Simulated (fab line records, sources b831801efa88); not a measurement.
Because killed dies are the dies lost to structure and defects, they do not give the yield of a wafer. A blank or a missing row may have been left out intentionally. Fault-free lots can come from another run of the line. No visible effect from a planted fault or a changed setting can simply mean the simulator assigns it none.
Struck lot and sound lot, side by side | flow sky130 | 15 steps out of a route of 708
Sound: the wafers L744.2, L744.4, L744.6. The struck wafers were L753.1, L753.4, L753.5. The cause comes at the end.
At each step with rows: each side's tool, then ch and its chambers, then its first start. Under that, the readings that differ: sound wafers | struck wafers | difference of the means | sigmas: that difference in standard deviations of wafers without a fault.
alike: same words and numbers on both sides, and readings whose means sit less than 2 such deviations apart. not compared: any withheld reading, any reading some wafer has no value for, any bound like >300 that may hide the same value, and any number with overlapping values for which the record gives no deviation.
Wherever a step has rows on one side only, a row that says differs or no value, or a row with sigmas, the two part there. When numbers do not overlap yet have no deviation, they are printed without sigmas and do not part them. A reading missing from all wafers of one side parts the sides only when that side holds two or more wafers.

first, 3 steps without rows for these wafers: SKY_GATE_OXIDE_EXPOSE_07 (exposes mask LVOM, target cd 600 nm); SKY_GATE_OXIDE_PEB_08; SKY_GATE_OXIDE_DEVELOP_09 (develop time 60 s).
SKY_GATE_OXIDE_OVL_MEAS_10:
  struck on overlay-01, day 20 13:28; sound on overlay-01, day 17 10:26
  reading             | sound          | struck       | difference | sigmas
  GATE_OXIDE_OVL (nm) | -5.5 -1.5 -1.8 | 1.6 0.9 -0.5 | +3.6       | +2
then, 2 steps without rows for these wafers: SKY_GATE_OXIDE_IMPLANT_11; SKY_GATE_OXIDE_WET_ETCH_12 (etches SiO2 in dHF, target depth 16.8 nm, time 336 s).
SKY_GATE_OXIDE_STRIP_13: strips in O2/N2.
  sound on plasma_asher-03 ch 0,1, day 17 10:44; struck on plasma_asher-03 ch 0, day 20 13:45
  alike: drypump_motor_current_A, oes_product_au, strip_time_to_endpoint_s
  not compared: rf_hours_counter_h
SKY_GATE_OXIDE_TW_MEAS_14:
  struck on film_metro-01, day 20 13:51; sound on film_metro-01, day 17 10:51
  alike: GATE_OXIDE_TW
then, 3 steps without rows for these wafers: SKY_GATE_OXIDE_CLEAN_15 (cleans in SC1/SC2, time 150 s); SKY_GATE_OXIDE_OXIDATION_16 (stabilise 600 s, purge 300 s, target thk 3.57 nm); SKY_POLY_GATE_CVD_00 (deposits poly-Si, target thk 180 nm, time 720 s).
SKY_POLY_GATE_THK_MEAS_01:
  struck on film_metro-02, day 20 17:37; sound on film_metro-04, day 17 15:53
  alike: POLY_GATE_CVD_00_THK
SKY_RES_PROTECT_DEHYDRATE_00: time 60 s.
  sound on litho_track-03 ch 0, day 18 05:55; struck on litho_track-03 ch 0, day 21 08:35
  reading                  | sound                | struck               | difference | sigmas
  heater_power_total_W (W) | 160.58 160.59 160.43 | 167.67 167.71 167.59 | +7.12      | +55
  plate_temp_C (C)         | 200.16 200.08 199.94 | 207.13 207.28 207.30 | +7.18      | +45
then, 1 step without rows for these wafers: SKY_RES_PROTECT_HMDS_01 (prime time 60 s).
-- the record jumps here: 29 days lie between the struck wafers' starts before and after (it left off in module RES_PROTECT and takes up again in module PAD_OPEN, whose first step shown is number 708 of the route) --
SKY_PAD_OPEN_PROBE_99:
  rows exist in the record for the struck wafers here (prober-02, day 50 07:03), but not for the sound ones

## WHERE THEY PART
Last at SKY_PAD_OPEN_PROBE_99 as far as this record goes, first at SKY_GATE_OXIDE_OVL_MEAS_10.

WHY: what the simulator had put in
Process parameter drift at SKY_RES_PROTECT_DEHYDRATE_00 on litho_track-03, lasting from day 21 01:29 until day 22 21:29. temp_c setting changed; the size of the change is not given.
